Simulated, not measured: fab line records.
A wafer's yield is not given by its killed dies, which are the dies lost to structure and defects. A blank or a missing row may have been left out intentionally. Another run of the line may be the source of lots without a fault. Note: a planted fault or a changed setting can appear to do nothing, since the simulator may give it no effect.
Which of the tools did it? | flow sky130 | Sampling: 14 lots, 42 wafers, 4 of 708 route steps

WHAT THE GAUGES SHOWED, per wafer
SKY_RES_PROTECT_TW_MEAS_08. Usual: POLY_GATE_TW typically reads 4058, with standard deviation 55.
lot  | measured     | on            | POLY_GATE_TW   | flag
L215 | day 15 05:39 | film_metro-04 | 4006 4009 4030 |
L216 | day 15 11:35 | film_metro-02 | 3977 3990 3974 |
L217 | day 15 19:37 | film_metro-03 | 4110 4088 4091 |
L220 | day 16 19:36 | film_metro-03 | 4123 4129 4120 |
L221 | day 17 04:08 | film_metro-02 | 4016 4024 4024 |
L222 | day 17 18:32 | film_metro-02 | 3998 4000 4006 |
L225 | day 18 17:56 | film_metro-03 | 4143 4142 4120 |
L229 | day 20 13:16 | film_metro-03 | 4149 4145 4139 |
L230 | day 20 23:03 | film_metro-04 | 4017 3998 3992 |
L231 | day 21 00:18 | film_metro-03 | 4124 4138 4119 |
L232 | day 21 13:23 | film_metro-03 | 4113 4144 4114 |
L233 | day 21 19:49 | film_metro-02 | 4030 4034 4043 |
L234 | day 21 23:26 | film_metro-02 | 4039 4056 4048 |
L235 | day 22 10:28 | film_metro-02 | 4025 4028 4044 |

SKY_POLY_GATE_CD_MEAS_13 targets a cd of 150 nm. Usual: cd_nm 149.7 nm, standard deviation 1.1.
lot  | measured     | on        | cd_nm (nm)        | flag
L215 | day 16 12:27 | cd_sem-02 | 149.4 150.1 147.8 |
L216 | day 16 18:44 | cd_sem-02 | 151.2 150.1 151.1 |
L217 | day 17 02:11 | cd_sem-02 | 149.4 148.7 149.2 |
L220 | day 18 04:30 | cd_sem-01 | 150.7 149.5 150.0 |
L221 | day 18 11:55 | cd_sem-02 | 150.1 149.4 150.4 |
L222 | day 19 04:07 | cd_sem-01 | 150.3 150.8 150.9 |
L225 | day 20 03:43 | cd_sem-01 | 151.0 150.9 152.1 |
L229 | day 21 21:57 | cd_sem-01 | 149.8 149.9 150.1 |
L230 | day 22 08:17 | cd_sem-02 | 147.1 147.1 147.7 |
L231 | day 22 09:39 | cd_sem-02 | 147.0 147.8 147.6 |
L232 | day 22 21:28 | cd_sem-01 | 149.0 147.3 148.1 |
L233 | day 23 04:48 | cd_sem-02 | 152.2 152.1 152.2 |
L234 | day 23 08:09 | cd_sem-01 | 149.1 148.7 149.2 |
L235 | day 23 18:34 | cd_sem-02 | 149.8 149.0 149.6 |

SKY_LDD_HVN_TW_MEAS_10. Usual: LDD_HVN_TW typically reads 1428, with standard deviation 8.3.
lot  | measured     | on            | LDD_HVN_TW     | flag
L215 | day 20 11:40 | film_metro-04 | 1419 1423 1424 |
L216 | day 20 17:56 | film_metro-04 | 1428 1419 1424 |
L217 | day 21 03:24 | film_metro-01 | 1419 1428 1420 |
L220 | day 22 05:15 | film_metro-01 | 1415 1416 1424 |
L221 | day 22 13:07 | film_metro-04 | 1420 1434 1421 |
L222 | day 23 05:22 | film_metro-01 | 1418 1421 1420 |
L225 | day 24 03:02 | film_metro-02 | 1431 1437 1440 |
L229 | day 25 19:57 | film_metro-01 | 1413 1412 1420 |
L230 | day 26 06:37 | film_metro-04 | 1434 1431 1435 |
L231 | day 26 06:49 | film_metro-02 | 1440 1440 1442 |
L232 | day 26 17:04 | film_metro-02 | 1438 1440 1440 |
L233 | day 27 02:02 | film_metro-01 | 1431 1429 1426 |
L234 | day 27 04:03 | film_metro-01 | 1423 1419 1429 |
L235 | day 27 14:05 | film_metro-02 | 1428 1431 1432 |

WHAT TOOL EACH LOT RAN ON (gives the tool, then ch and the chambers of the sampled wafers, and finally the start)
lot  | SKY_LDD_HVN_STRIP_09
L215 | plasma_asher-03 ch 0,1, day 20 11:34
L216 | plasma_asher-04 ch 0,1, day 20 17:51
L217 | plasma_asher-01 ch 0,1, day 21 03:17
L220 | plasma_asher-01 ch 0,1, day 22 05:09
L221 | plasma_asher-01 ch 0,1, day 22 13:01
L222 | plasma_asher-03 ch 0,1, day 23 05:15
L225 | plasma_asher-01 ch 0,1, day 24 02:56
L229 | plasma_asher-04 ch 0,1, day 25 19:51
L230 | plasma_asher-04 ch 0,1, day 26 06:31
L231 | plasma_asher-03 ch 0,1, day 26 06:44
L232 | plasma_asher-04 ch 0,1, day 26 16:58
L233 | plasma_asher-01 ch 0,1, day 27 01:57
L234 | plasma_asher-01 ch 0,1, day 27 03:57
L235 | plasma_asher-01 ch 0,1, day 27 13:59
- SKY_LDD_HVN_STRIP_09: strips in O2/N2.

WHAT THE TOOLS THEMSELVES READ (means of the sampled wafers that have a number; where no wafer has one, the mark that the record gives instead)
SKY_LDD_HVN_STRIP_09. Usual: drypump_motor_current_A 5.9 A, standard deviation 0.6; oes_product_au 0.408 a.u., standard deviation 0.005; strip_time_to_endpoint_s 4.136 s, standard deviation 0.014.
lot  | tool            | drypump_motor_current_A (A) | oes_product_au (a.u.) | strip_time_to_endpoint_s (s) | flag
L215 | plasma_asher-03 | 6.4                         | 0.417                 | 4.141                        |
L216 | plasma_asher-04 | 5.2                         | 0.405                 | 4.136                        |
L217 | plasma_asher-01 | 6.0                         | 0.412                 | 4.122                        |
L220 | plasma_asher-01 | 5.7                         | 0.409                 | 4.150                        |
L221 | plasma_asher-01 | 5.7                         | 0.407                 | 3.734                        | OFF
L222 | plasma_asher-03 | 6.5                         | 0.405                 | 4.130                        |
L225 | plasma_asher-01 | 5.7                         | 0.407                 | 3.721                        | OFF
L229 | plasma_asher-04 | 5.3                         | 0.401                 | 4.142                        |
L230 | plasma_asher-04 | 5.3                         | 0.406                 | 4.134                        |
L231 | plasma_asher-03 | 6.4                         | 0.409                 | 4.141                        |
L232 | plasma_asher-04 | 5.3                         | 0.411                 | 4.129                        |
L233 | plasma_asher-01 | 6.0                         | 0.410                 | 4.145                        |
L234 | plasma_asher-01 | 5.7                         | 0.406                 | 4.131                        |
L235 | plasma_asher-01 | 5.8                         | 0.408                 | 4.142                        |

THE ANSWER, worked out from the rows above alone
Rule: a lot counts as off when the mean over its wafers that have a number is more than 3 standard deviations away from the usual mean. A lot without any number at a reading at which 4 lots or more have one is off too. The other lots that the step has rows for count as sound. First the gauges in route order, then the tools' own readings, where a lot's mean is used as printed above. At the first step where some lot is off, the reading lying furthest off is the one used; lots without a number count as furthest.
Off: L221, L225, at SKY_LDD_HVN_STRIP_09 (strip_time_to_endpoint_s).
If a tool, at that step or one of the process steps before it, ran each lot that is off and ran no sound lot following the first of them, it fits. No candidate that was tried fits.

WHAT THE SIMULATOR PUT IN
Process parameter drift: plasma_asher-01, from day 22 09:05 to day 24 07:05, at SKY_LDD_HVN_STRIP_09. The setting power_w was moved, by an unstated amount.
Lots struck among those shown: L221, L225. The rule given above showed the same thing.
